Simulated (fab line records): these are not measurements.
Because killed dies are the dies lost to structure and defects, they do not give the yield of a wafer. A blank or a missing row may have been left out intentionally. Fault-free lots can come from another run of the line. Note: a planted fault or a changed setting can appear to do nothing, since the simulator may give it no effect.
Problem report, 8D (eight disciplines) form, completed by code / flow sky130 / the parts of the form that need people (team, actions taken, sign-off) are left out

1. THE PROBLEM
Wafers without a fault read 1.2499e+13, standard deviation 1.1e+10; dose-ions-cm2 at SKY_LDD_LDN_IMPLANT_08 reads a mean of 1.1639e+13 on 6 wafers belonging to 2 lots. Relative to the usual mean, that is a shift of -78 standard deviations.
The first sign was on wafer L439.3 at day 29 19:45, on implanter-04. The record has a number at this step for 39 wafers belonging to 13 lots. By rule, "out" or "out of limits" means more than 4 standard deviations away from the usual mean. The rest of the wafers with a number are treated as sound.

2. WHAT IT IS, WHAT IT ISN'T
question=which readings at this step | is=dose-ions-cm2 | is not=-
question=which lots | is=L437, L439 | is not=L422, L423, L426, L427, L428, L429, L430, L432, L438, L442, L443
question=which wafers of those lots | is=all that have a number | is not=-
question=read on which tools | is=implanter-04 | is not=implanter-01, implanter-03
question=when | is=from day 29 19:45 | is not=up to then (24 sound wafers); but 9 sound wafers of L438, L442, L443 came after

3. THE SUSPECTS, EACH WITH WHAT RULES IT OUT
Counting: any tool at a process step up to the reading is kept as a suspect provided that every lot that is out went through it and no sound lot did after the first of them.
- implanter-04 at SKY_LDD_LDN_IMPLANT_08: kept. It ran every lot that is out, first L439 (day 29 19:45), and no sound lot after that; its last sound lot up to then is L428 (day 26 00:45). Out on those wafers are its own readings of dose-ions-cm2.
The count leaves implanter-04 at SKY_LDD_LDN_IMPLANT_08.

4. THE CAUSE (what the simulator had put in)
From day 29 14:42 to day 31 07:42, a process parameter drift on implanter-04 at SKY_LDD_LDN_IMPLANT_08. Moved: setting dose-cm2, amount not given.
After counting, this tool was the only one left.

5. THE EFFECT CHAIN, in route order
One row per reading whose mean, taken over the struck wafers that have a number, lies over 3 standard deviations from the usual. Only readings for which the record gives a usual standard deviation are gone through. hours: the time from each lot's start at the first step in this table that gives one to its start at this step, as a median over the lots. sigmas: the change in usual standard deviations.
hours=0; step=SKY_LDD_LDN_IMPLANT_08; reading=dose-ions-cm2; usual=1.2499e+13; on struck wafers=1.1639e+13; change=-8.5983e+11; sigmas=-78
hours=0; step=SKY_LDD_LDN_IMPLANT_08; reading=faraday-current-uA; usual=70.6; on struck wafers=66.2; change=-4.4; sigmas=-3.2
The process steps in it:
- SKY_LDD_LDN_IMPLANT_08
Later steps that measure or inspect, where all struck wafers having a row at the step show a number for every such reading and not one has moved that far: SKY_LDD_LDN_TW_MEAS_13.

6. WHAT WOULD HAVE CAUGHT IT SOONER
In this record the first reading out of limits was taken at day 29 19:45, 5 hours after the fault began at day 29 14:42.
